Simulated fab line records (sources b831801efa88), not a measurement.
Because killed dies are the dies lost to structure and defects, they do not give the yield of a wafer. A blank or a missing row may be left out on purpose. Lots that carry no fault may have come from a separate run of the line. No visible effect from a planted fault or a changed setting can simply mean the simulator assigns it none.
fab line records	flow sky130
record lots=13	wafers=39	last-day=50
route steps=708 shown LI_CONTACT@364 LOCAL_INTERCONNECT@387 PAD_OPEN@708
lots that met no fault: taken from a fault-free run of the same line
start-h: the number of hours between the record's first day and the start of the first shown wafer of the lot	wait-h: hours since the lot's step before	" as in the row above	L1.1+2: a single row standing in for several wafers	- either no value or no given start	* or withheld: withheld	< > ~ a bound
route shown NAME@n: NAME is a module with steps in the file, n the number in the route of the first one	usual: mean/standard deviation taken from wafers without a fault	same: alike in all rows	chamber/n: place in a boat	sites: per-site readings	_std_site: how widely they spread, as a standard deviation	_edge_site: mean of outer sites minus mean of inner sites	radius-mm: for every site, how far away it sits from the centre of the wafer	mask NAME#n: copy n	behind: the last tool/chamber to shape the wafer	hold: what put the lot on hold/how long, in hours/how the hold closed	device: names the non-switching transistor (n, p or np)	end of line: the tests these same wafers got at the end of their route	where a step has no rows: the recipe by itself	killed: not the wafer's yield, but the dies lost to structure and defects at the first sort	map: the dies of a wafer, with x for killed, . for not killed, _ for no die there
set.NAME: setting as actually run; set.NAME@STEP: the setting as run at that earlier step	model.NAME: the simulator's own value behind a step, which no gauge read
one table for each step of the route and one row for each wafer, over a sample of lots
services: a tool's chamber out of use, with start hour (start-h, from the record's first day; less than 0 if before it), hours out, and reason
## steps
# step SKY_LI_CONTACT_CMP_02
# recipe material=PSG	down-force-psi=4	platen-rpm=60	pad-velocity-m-s=0.94248
# usual motor-current-A=12.3/1.3	platen-rpm=60.00/0.046	retaining-ring-pressure-frac=1.000/0.0048	slurry-filter-dp-kPa=13.49/0.14	time-to-endpoint-s=32.1/2.3
lot.wafer	tool	chamber	start-h	wait-h	motor-current-A	platen-rpm	retaining-ring-pressure-frac	slurry-filter-dp-kPa	time-to-endpoint-s
L833.2	cmp-02	2	633.38	0.0	13.3	59.99	0.999	13.35	30.0
L833.1	"	3	"	"	10.4	59.98	1.000	13.29	33.8
L833.4	"	1	"	"	10.6	60.04	1.003	13.53	33.2
L835.1	cmp-02	3	660.12	0.1	10.5	60.01	1.004	13.67	31.5
L835.2	"	2	"	"	12.9	59.99	1.008	13.38	33.0
L835.5	"	0	"	"	13.6	60.04	0.995	13.17	35.0
L836.3	cmp-01	0	664.02	0.1	11.6	60.02	1.001	13.25	33.5
L836.2	"	1	"	"	12.4	60.03	0.999	13.49	30.8
L836.6	"	2	"	"	13.7	59.99	1.002	13.56	31.8
L837.3	cmp-02	3	679.87	0.0	10.8	60.05	0.996	13.37	34.8
L837.6	"	3	"	"	10.5	60.05	1.001	13.77	39.2
L837.5	"	0	"	"	13.9	60.04	0.997	13.81	34.4
L838.2	cmp-01	1	682.52	0.0	12.5	60.07	0.997	13.40	31.8
L838.3	"	2	"	"	14.3	60.00	0.996	13.54	31.3
L838.4	"	3	"	"	12.4	60.03	0.997	13.35	32.5
L839.4	cmp-02	2	693.67	0.0	12.9	60.03	1.002	13.42	30.7
L839.2	"	0	"	"	13.1	60.00	0.996	13.45	30.8
L839.6	"	2	"	"	13.7	60.01	1.007	13.58	30.6
L840.4	cmp-01	3	701.32	0.0	12.0	59.94	1.001	13.43	34.9
L840.3	"	0	"	"	11.5	60.06	1.008	13.60	33.8
L840.5	"	0	"	"	11.6	59.97	1.001	13.33	35.6
L843.2	cmp-02	2	737.77	0.1	13.3	60.02	1.001	13.27	31.2
L843.6	"	1	"	"	11.2	60.03	0.989	13.54	32.6
L843.5	"	2	"	"	12.9	60.02	1.000	13.69	34.3
L845.4	cmp-01	3	755.37	0.1	12.7	60.13	1.002	13.57	31.2
L845.2	"	1	"	"	12.7	59.92	1.004	13.21	29.5
L845.6	"	2	"	"	13.7	59.99	1.002	13.20	28.8
L849.4	cmp-01	0	789.30	0.0	11.7	60.06	0.999	13.41	35.3
L849.1	"	1	"	"	12.6	60.04	0.996	13.45	30.9
L849.5	"	0	"	"	11.9	60.04	1.009	13.57	33.7
L850.2	cmp-02	0	792.87	0.0	13.6	60.05	0.998	13.59	33.2
L850.4	"	3	"	"	10.6	60.01	1.006	13.27	29.5
L850.5	"	0	"	"	12.7	60.02	1.004	13.43	31.9
L855.4	cmp-01	0	828.92	0.0	11.8	59.96	0.995	13.38	33.3
L855.1	"	1	"	"	12.1	60.04	0.999	13.61	31.4
L855.3	"	3	"	"	12.4	60.08	0.999	13.42	32.2
L856.1	cmp-01	3	844.57	0.1	11.6	60.03	1.011	13.55	32.1
L856.2	"	2	"	"	13.7	59.98	1.004	13.67	31.0
L856.5	"	3	"	"	12.3	59.98	1.002	13.11	34.5
# step SKY_LI_CONTACT_EXPOSE_09
# recipe mask-id=LICM1	na=0.8	source-shape=annular	sigma-inner=0.55	sigma-outer=0.85	target-cd-nm=170	dose-mj=38
# same sigma-inner=0.55
lot.wafer	tool	chamber	start-h	wait-h	mask
L833.1+2+4	krf-scanner-02	0	648.12	-	LICM1#0
L835.1+2+5	krf-scanner-01	0	674.39	-	LICM1#0
L836.2+3+6	krf-scanner-02	0	678.62	-	LICM1#0
L837.3+5+6	krf-scanner-02	0	694.42	-	LICM1#0
L838.2+3+4	krf-scanner-02	0	696.91	-	LICM1#0
L839.2+4+6	krf-scanner-02	0	708.45	-	LICM1#0
L840.3+4+5	krf-scanner-02	0	715.02	-	LICM1#0
L843.2+5+6	krf-scanner-01	0	750.86	-	LICM1#0
L845.2+4+6	krf-scanner-02	0	769.62	-	LICM1_R1#0
L849.1+4+5	krf-scanner-02	0	802.77	-	LICM1#0
L850.2+4+5	krf-scanner-02	0	806.14	-	LICM1#0
L855.1+3+4	krf-scanner-02	0	842.54	-	LICM1#0
L856.1+2+5	krf-scanner-01	0	858.00	-	LICM1#0
# step SKY_LI_CONTACT_CD_MEAS_12
# recipe target-cd-nm=170
# usual cd-nm=169.8/1.5
lot.wafer	tool	chamber	start-h	wait-h	cd-nm
L833.1	cd-sem-01	-	662.48	-	170.2
L833.2	"	-	"	"	171.6
L833.4	"	-	"	"	169.5
L835.1	cd-sem-02	-	687.77	-	171.1
L835.2	"	-	"	"	169.6
L835.5	"	-	"	"	169.9
L836.2	cd-sem-02	-	692.04	-	168.7
L836.3	"	-	"	"	167.3
L836.6	"	-	"	"	170.0
L837.3	cd-sem-02	-	708.03	-	169.7
L837.5	"	-	"	"	171.0
L837.6	"	-	"	"	171.5
L838.2	cd-sem-01	-	709.91	-	166.9
L838.3	"	-	"	"	168.9
L838.4	"	-	"	"	168.8
L839.2	cd-sem-02	-	721.49	-	171.2
L839.4	"	-	"	"	170.3
L839.6	"	-	"	"	170.1
L840.3	cd-sem-01	-	728.11	-	173.6
L840.4	"	-	"	"	173.4
L840.5	"	-	"	"	173.4
L843.2	cd-sem-01	-	764.45	-	167.2
L843.5	"	-	"	"	167.4
L843.6	"	-	"	"	167.3
L845.2	cd-sem-01	-	782.49	-	134.8
L845.4	"	-	"	"	136.3
L845.6	"	-	"	"	134.2
L849.1	cd-sem-02	-	816.03	-	170.3
L849.4	"	-	"	"	169.6
L849.5	"	-	"	"	170.1
L850.2	cd-sem-01	-	818.81	-	169.3
L850.4	"	-	"	"	170.0
L850.5	"	-	"	"	168.8
L855.1	cd-sem-01	-	855.37	-	170.0
L855.3	"	-	"	"	167.6
L855.4	"	-	"	"	169.2
L856.1	cd-sem-02	-	871.04	-	168.9
L856.2	"	-	"	"	168.4
L856.5	"	-	"	"	168.4
# step SKY_LOCAL_INTERCONNECT_SPUTTER_00
# recipe material=TiN	target-thk-nm=100	temp-c=300	power-w=6571	time-s=83.3	chamber-pressure-pa=0.4
# usual cathode-dc-power-W=6571.0/1.1	throttle-valve-pct=29.9/0.96
lot.wafer	tool	chamber	start-h	wait-h	cathode-dc-power-W	throttle-valve-pct
L833.1	pvd-sputter-01	-	663.81	0.2	6569.0	30.8
L833.2	"	-	"	"	6569.6	31.4
L833.4	"	-	"	"	6571.2	29.8
L835.1	pvd-sputter-03	-	689.51	0.2	6571.3	30.6
L835.2	"	-	"	"	6569.8	28.3
L835.5	"	-	"	"	6570.9	30.2
L836.2	pvd-sputter-04	-	693.34	0.2	6570.7	30.8
L836.3	"	-	"	"	6571.5	30.0
L836.6	"	-	"	"	6569.2	28.5
L837.3	pvd-sputter-01	-	709.54	0.1	6568.8	29.6
L837.5	"	-	"	"	6571.4	29.8
L837.6	"	-	"	"	6572.5	30.6
L838.2	pvd-sputter-04	-	711.21	0.2	6573.5	28.7
L838.3	"	-	"	"	6571.9	30.7
L838.4	"	-	"	"	6571.0	28.7
L839.2	pvd-sputter-04	-	722.79	0.1	6571.8	30.8
L839.4	"	-	"	"	6570.8	30.1
L839.6	"	-	"	"	6568.7	28.6
L840.3	pvd-sputter-04	-	729.39	0.1	6573.3	28.3
L840.4	"	-	"	"	6571.9	30.6
L840.5	"	-	"	"	6570.9	28.6
L843.2	pvd-sputter-03	-	765.77	0.1	6572.5	30.0
L843.5	"	-	"	"	6573.3	30.0
L843.6	"	-	"	"	6572.5	30.8
L849.1	pvd-sputter-01	-	817.37	0.1	6571.5	29.7
L849.4	"	-	"	"	6571.0	29.8
L849.5	"	-	"	"	6570.5	31.5
L850.2	pvd-sputter-03	-	820.11	0.1	6570.7	28.7
L850.4	"	-	"	"	6571.4	29.0
L850.5	"	-	"	"	6571.6	28.3
L855.1	pvd-sputter-01	-	856.71	0.2	6570.6	31.0
L855.3	"	-	"	"	6572.6	31.3
L855.4	"	-	"	"	6571.2	29.6
L856.1	pvd-sputter-01	-	872.40	0.2	6571.4	30.7
L856.2	"	-	"	"	6570.6	29.5
L856.5	"	-	"	"	6571.4	29.5
# step SKY_PAD_OPEN_PROBE_99
# usual killed_at_M0_to_M3=44/7.6	killed_at_M4_up=3.2/1.7	killed-at-contacts=24/5.7	killed-at-front-end=16/3.9	killed-at-other=0.2/0.45	killed-dies=87/9.5	killed-on-rim=17/3.9	killed-open=47/6.9	killed-short=40/5.8
# same gross-dies=492	killed-at-back-side=0
lot.wafer	tool	chamber	start-h	wait-h	killed_at_M0_to_M3	killed_at_M4_up	killed-at-contacts	killed-at-front-end	killed-at-other	killed-dies	killed-on-rim	killed-open	killed-short
L833.1	prober-02	-	1061.72	0.1	34	0	27	18	0	79	18	41	38
L833.2	prober-02	-	1061.77	0.1	57	3	22	18	0	100	14	56	44
L833.4	prober-02	-	1061.87	0.2	47	1	32	22	0	102	14	66	36
L835.1	prober-01	-	1082.16	0.1	40	2	29	24	0	95	16	54	41
L835.2	prober-01	-	1082.21	0.1	35	1	20	19	0	75	11	38	37
L835.5	prober-01	-	1082.36	0.2	31	3	26	16	0	76	16	45	31
L839.2	prober-01	-	1107.07	0.1	35	2	18	15	1	71	16	41	30
L839.4	prober-01	-	1107.17	0.2	46	5	32	6	2	91	22	52	39
L839.6	prober-01	-	1107.27	0.2	58	3	24	11	0	96	21	53	43
L843.2	prober-01	-	1132.19	0.1	52	3	19	21	0	95	22	53	42
L843.5	prober-01	-	1132.34	0.2	43	3	20	16	1	83	16	45	38
L843.6	prober-01	-	1132.39	0.2	42	6	27	9	0	84	19	49	35
L845.2	prober-01	-	1146.23	0.1	38	2	333	21	0	394	89	38	38
L845.4	prober-01	-	1146.33	0.2	33	6	344	14	0	397	85	35	37
L845.6	prober-01	-	1146.43	0.2	43	3	344	16	0	406	93	52	42
L849.1	prober-01	-	1175.66	0.1	49	4	27	9	1	90	13	55	35
L849.4	prober-01	-	1175.81	0.2	50	5	17	14	0	86	14	45	41
L849.5	prober-01	-	1175.86	0.2	51	2	18	17	0	88	12	44	44
# killed by level:class
L833.1 VIA1:geometric-particle:open=11 CONTACT:geometric-particle:open=11 LOCAL_INTERCONNECT:geometric-particle:short=7 VIA2:geometric-particle:open=6 FIELD_ISO:geometric-particle:short=5 CONTACT:geometric-particle:short=5 POLY_GATE:geometric-particle:short=4 VIA3:geometric-particle:open=4
L833.2 VIA1:geometric-particle:open=15 LI_CONTACT:geometric-particle:open=8 VIA1:geometric-particle:short=8 VIA3:geometric-particle:open=8 CONTACT:geometric-particle:open=7 METAL1:geometric-particle:short=7 POLY_GATE:geometric-particle:short=6 VIA2:geometric-particle:open=6
L833.4 VIA1:geometric-particle:open=16 CONTACT:geometric-particle:open=11 LI_CONTACT:geometric-particle:open=8 VIA2:geometric-particle:open=8 CONTACT:geometric-particle:short=7 POLY_GATE:geometric-particle:open=6 VIA1:geometric-particle:short=6 FIELD_ISO:geometric-particle:open=4
L835.1 CONTACT:geometric-particle:open=12 METAL1:geometric-particle:short=8 LI_CONTACT:geometric-particle:open=8 VIA1:geometric-particle:open=8 VIA1:geometric-particle:short=7 FIELD_ISO:geometric-particle:open=6 VIA2:geometric-particle:open=6 FIELD_ISO:geometric-particle:short=5
L835.2 CONTACT:geometric-particle:open=7 METAL1:geometric-particle:short=7 FIELD_ISO:geometric-particle:open=5 POLY_GATE:geometric-particle:short=5 CONTACT:geometric-particle:short=5 METAL3:geometric-particle:short=5 VIA3:geometric-particle:open=5 POLY_GATE:geometric-particle:open=4
L835.5 CONTACT:geometric-particle:open=13 FIELD_ISO:geometric-particle:open=6 VIA1:geometric-particle:open=6 LOCAL_INTERCONNECT:geometric-particle:short=5 VIA1:geometric-particle:short=5 VIA2:geometric-particle:open=5 POLY_GATE:geometric-particle:open=4 LI_CONTACT:geometric-particle:open=4
L839.2 VIA1:geometric-particle:open=14 CONTACT:geometric-particle:open=6 VIA2:geometric-particle:open=6 FIELD_ISO:geometric-particle:open=4 LI_CONTACT:geometric-particle:open=4 LOCAL_INTERCONNECT:geometric-particle:short=4 SPACER:geometric-particle:short=3 CONTACT:geometric-particle:short=3
L839.4 CONTACT:geometric-particle:open=12 VIA2:geometric-particle:open=10 VIA1:geometric-particle:open=8 LI_CONTACT:geometric-particle:open=7 CONTACT:geometric-particle:short=6 VIA1:geometric-particle:short=6 VIA3:geometric-particle:open=5 LOCAL_INTERCONNECT:geometric-particle:short=4
L839.6 VIA2:geometric-particle:open=12 VIA1:geometric-particle:open=9 CONTACT:geometric-particle:open=8 VIA3:geometric-particle:open=7 LI_CONTACT:geometric-particle:open=6 METAL2:geometric-particle:short=6 VIA1:geometric-particle:short=5 METAL1:geometric-particle:short=4
L843.2 VIA1:geometric-particle:open=10 VIA2:geometric-particle:open=8 CONTACT:geometric-particle:open=7 VIA3:geometric-particle:open=7 FIELD_ISO:geometric-particle:open=6 METAL1:geometric-particle:short=6 LI_CONTACT:geometric-particle:open=5 VIA2:geometric-particle:short=5
L843.5 VIA1:geometric-particle:open=8 VIA2:geometric-particle:open=8 VIA1:geometric-particle:short=7 LI_CONTACT:geometric-particle:open=6 CONTACT:geometric-particle:open=6 FIELD_ISO:geometric-particle:open=5 VIA2:geometric-particle:short=5 CONTACT:geometric-particle:short=4
L843.6 VIA2:geometric-particle:open=12 CONTACT:geometric-particle:open=12 LI_CONTACT:geometric-particle:open=6 METAL3:geometric-particle:short=6 POLY_GATE:geometric-particle:open=4 CONTACT:geometric-particle:short=4 VIA3:geometric-particle:short=4 VIA3:geometric-particle:open=4
L845.2 LI_CONTACT:area-expose=318 VIA1:geometric-particle:open=10 CONTACT:geometric-particle:open=8 POLY_GATE:geometric-particle:open=5 VIA1:geometric-particle:short=5 VIA3:geometric-particle:open=5 FIELD_ISO:geometric-particle:short=4 FIELD_ISO:geometric-particle:open=4
L845.4 LI_CONTACT:area-expose=325 VIA2:geometric-particle:open=10 CONTACT:geometric-particle:open=9 METAL4:geometric-particle:short=5 METAL3:geometric-particle:short=5 FIELD_ISO:geometric-particle:short=4 METAL1:geometric-particle:short=4 CONTACT:geometric-particle:short=4
L845.6 LI_CONTACT:area-expose=312 LI_CONTACT:geometric-particle:open=10 VIA1:geometric-particle:open=10 LOCAL_INTERCONNECT:geometric-particle:short=9 CONTACT:geometric-particle:open=8 METAL2:geometric-particle:short=5 VIA3:geometric-particle:open=5 FIELD_ISO:geometric-particle:open=4
L849.1 VIA3:geometric-particle:open=11 VIA1:geometric-particle:open=10 CONTACT:geometric-particle:open=10 LI_CONTACT:geometric-particle:open=9 VIA2:geometric-particle:open=6 LOCAL_INTERCONNECT:geometric-particle:short=6 VIA1:geometric-particle:short=5 METAL2:geometric-particle:short=5
L849.4 VIA2:geometric-particle:open=11 LI_CONTACT:geometric-particle:open=7 CONTACT:geometric-particle:open=7 VIA3:geometric-particle:short=7 VIA1:geometric-particle:short=6 VIA3:geometric-particle:open=6 VIA1:geometric-particle:open=6 FIELD_ISO:geometric-particle:short=4
L849.5 VIA1:geometric-particle:open=14 METAL2:geometric-particle:short=11 VIA3:geometric-particle:open=8 FIELD_ISO:geometric-particle:short=6 LI_CONTACT:geometric-particle:short=5 LI_CONTACT:geometric-particle:open=5 CONTACT:geometric-particle:open=4 METAL1:geometric-particle:short=4
## services
tool	chamber	start-h	hours	kind
krf-scanner-02	-	661.50	3.6	pm
krf-scanner-01	-	665.06	0.8	pm
krf-scanner-02	-	665.81	1.0	pm
cmp-01	-	667.75	0.3	repair
pvd-sputter-04	-	669.54	1.5	repair
cmp-01	-	678.23	1.8	repair
krf-scanner-02	-	679.03	0.8	pm
cmp-01	-	683.29	1.5	repair
cmp-02	-	683.30	0.6	repair
cmp-02	-	686.20	4.6	pm
cmp-01	-	691.66	0.7	repair
cmp-01	-	707.12	8.6	pm
krf-scanner-01	-	708.28	1.8	repair
krf-scanner-02	-	736.58	1.3	pm
cmp-01	-	744.00	4.0	pm
cmp-02	-	753.34	0.8	repair
cmp-02	-	768.45	0.9	repair
pvd-sputter-01	-	785.73	0.7	repair
krf-scanner-02	-	812.74	1.0	pm
krf-scanner-02	-	829.66	0.3	repair
cmp-01	-	834.46	2.1	repair
pvd-sputter-01	-	836.39	6.2	repair
cmp-02	-	842.96	2.3	repair
krf-scanner-02	-	847.83	0.8	pm
## key
first-sign step=SKY_LI_CONTACT_EXPOSE_09	reading=mask	direction=changed
effect step=SKY_LI_CONTACT_CD_MEAS_12	reading=cd-nm	direction=down	sigmas=22	usual=169.8	struck=135.1
effect step=SKY_PAD_OPEN_PROBE_99	reading=killed-at-contacts	direction=up	sigmas=56	usual=24	struck=340
more-kills-born-at SKY_LI_CONTACT_EXPOSE_09@krf-scanner-02=955
met-at SKY_LI_CONTACT_EXPOSE_09
struck-lots L845
later-rows-left-out L845.2,L845.4,L845.6
tester-left-out L845
not-acting-at SKY_LI_CONTACT_CMP_02,SKY_LOCAL_INTERCONNECT_SPUTTER_00
onset-between 715.02 769.62
fault kind=wrong-mask	tool=any	chamber=-	onset-h=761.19	steps=SKY_LI_CONTACT_EXPOSE_09	aux-copy=LICM1_R1#0	cd-offset-nm=-34	scope=struck-lots-only
# tester-left-out: of these lots the tester's yield and bins aren't shown, on N5 and GAA mostly nor the transistor test; their killed dies are dies lost to structure and defects alone, not to doping, threshold or leakage, so they don't give the yield
# later-rows-left-out: the simulator's readings of these wafers behind a module that went badly wrong aren't trusted and aren't shown, but for the sort
